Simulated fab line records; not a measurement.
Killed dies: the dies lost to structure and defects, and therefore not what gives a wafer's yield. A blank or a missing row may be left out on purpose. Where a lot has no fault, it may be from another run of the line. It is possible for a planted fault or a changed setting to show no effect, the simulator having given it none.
A struck lot beside a sound one    flow gf180mcu    17 steps out of a route of 602
Sound: the wafers L620.1, L620.2, L620.6. Struck: wafer L628.1 (left out: L628.2, L628.3 of the same lot, which were not struck); the cause appears at the end.
At each step with rows: each side's tool, then ch and its chambers, then its first start. Under that, the readings that differ: sound wafers    struck wafers    difference of the means    sigmas: that difference in standard deviations of wafers without a fault.
alike: same words and numbers on both sides, and readings whose means sit less than 2 such deviations apart. not compared: any withheld reading, any reading some wafer has no value for, any bound like >300 that may hide the same value, and any number with overlapping values for which the record gives no deviation.
Wherever a step has rows on one side only, a row that says differs or no value, or a row with sigmas, the two part there. Numbers that have no deviation but don't overlap get no sigmas and don't part them. Lack of a reading on every wafer of one side parts them only where that side has two or more wafers.

first, 4 steps without rows for these wafers: GF_M2_SOFTBAKE_10 (time 60 s); GF_M2_EXPOSE_11 (exposes mask Metal2, target cd 280 nm); GF_M2_PEB_12 (peb time 90 s); GF_M2_DEVELOP_13 (develop time 60 s).
GF_M2_CD_MEAS_14: target cd 280 nm.
  struck on cd_sem-01, day 23 16:15; sound on cd_sem-02, day 20 21:36
  alike: cd_nm
GF_M2_OVL_MEAS_15:
  struck on overlay-02, day 23 16:22; sound on overlay-01, day 20 21:43
  alike: M2_OVL
GF_M2_METAL_ETCH_16: etches the open film in Cl2/BCl3, stops on SiO2, target depth 750.8 nm, time 125.1 s.
  sound on rie_metal-04 ch 0,1, day 20 21:45; struck on rie_metal-04 ch 0, day 23 16:25
  alike: bias_w, drypump_motor_current_A, oes_product_au, throttle_valve_pct
  not compared: rf_hours_counter_h
GF_M2_STRIP_17: strips in O2/N2.
  sound on plasma_asher-02 ch 0,1, day 20 21:55; struck on plasma_asher-03 ch 1, day 23 16:32
reading                      sound              struck  difference  sigmas
drypump_motor_current_A (A)  6.4 5.5 6.4        4.9     -1.2        -2
oes_product_au (a.u.)        0.535 0.537 0.540  0.549   +0.012      +2
  alike: heater_power_w, strip_time_to_endpoint_s
  not compared: rf_hours_counter_h
then, 3 steps without rows for these wafers: GF_M2_STRIP_18 (strips in post etch residue remover, time 1200 s); GF_M2_CLEAN_19 (cleans in DIW); GF_V2_CVD_00 (deposits SiO2, target thk 600 nm, time 100 s).
GF_V2_THK_MEAS_01:
  struck on film_metro-04, day 23 17:10; sound on film_metro-03, day 20 22:34
  alike: V2_CVD_00_THK
GF_V2_CVD_02: deposits SiO2 from TEOS, target thk 850 nm, time 94.851 s.
  sound on pecvd-01 ch 0,2, day 20 22:38; struck on pecvd-02 ch 0, day 23 17:14
reading                              sound              struck  difference  sigmas
model.SiO2_of_V2_CVD_02.thk_nm (nm)  836.4 828.3 849.8  1439    +601        
  alike: heater_power_w
GF_V2_THK_MEAS_03:
  struck on film_metro-01, day 23 17:32; sound on film_metro-04, day 20 22:44
reading             sound        struck  difference  sigmas
V2_CVD_02_THK (nm)  837 829 850  1440    +601        +43
  not compared: hold
GF_V2_CMP_04: polishes SiO2.
  sound on cmp-02 ch 1,3, day 20 22:47; struck on cmp-02 ch 3, day 23 21:50
reading                 sound     struck                    difference                    sigmas
hold                    - - -     await_dispo/4.0h/release  no value on the sound wafers  
time_to_endpoint_s (s)  78 79 80  298                       +219                          +34
  alike: motor_current_A, slurry_filter_dp_kPa
GF_V2_BOW_MEAS_05:
  struck on film_metro-03, day 23 22:16; sound on film_metro-03, day 20 23:05
  alike: V2_BOW
then, 1 step without rows for these wafers: GF_PASSIVATION_PROBE_99.

WHERE THEY PART
Last at GF_V2_CMP_04 as far as this record goes, first at GF_M2_STRIP_17. Later steps at which nothing parts them and some readings are alike: GF_V2_BOW_MEAS_05.

WHY: the cause the simulator had injected
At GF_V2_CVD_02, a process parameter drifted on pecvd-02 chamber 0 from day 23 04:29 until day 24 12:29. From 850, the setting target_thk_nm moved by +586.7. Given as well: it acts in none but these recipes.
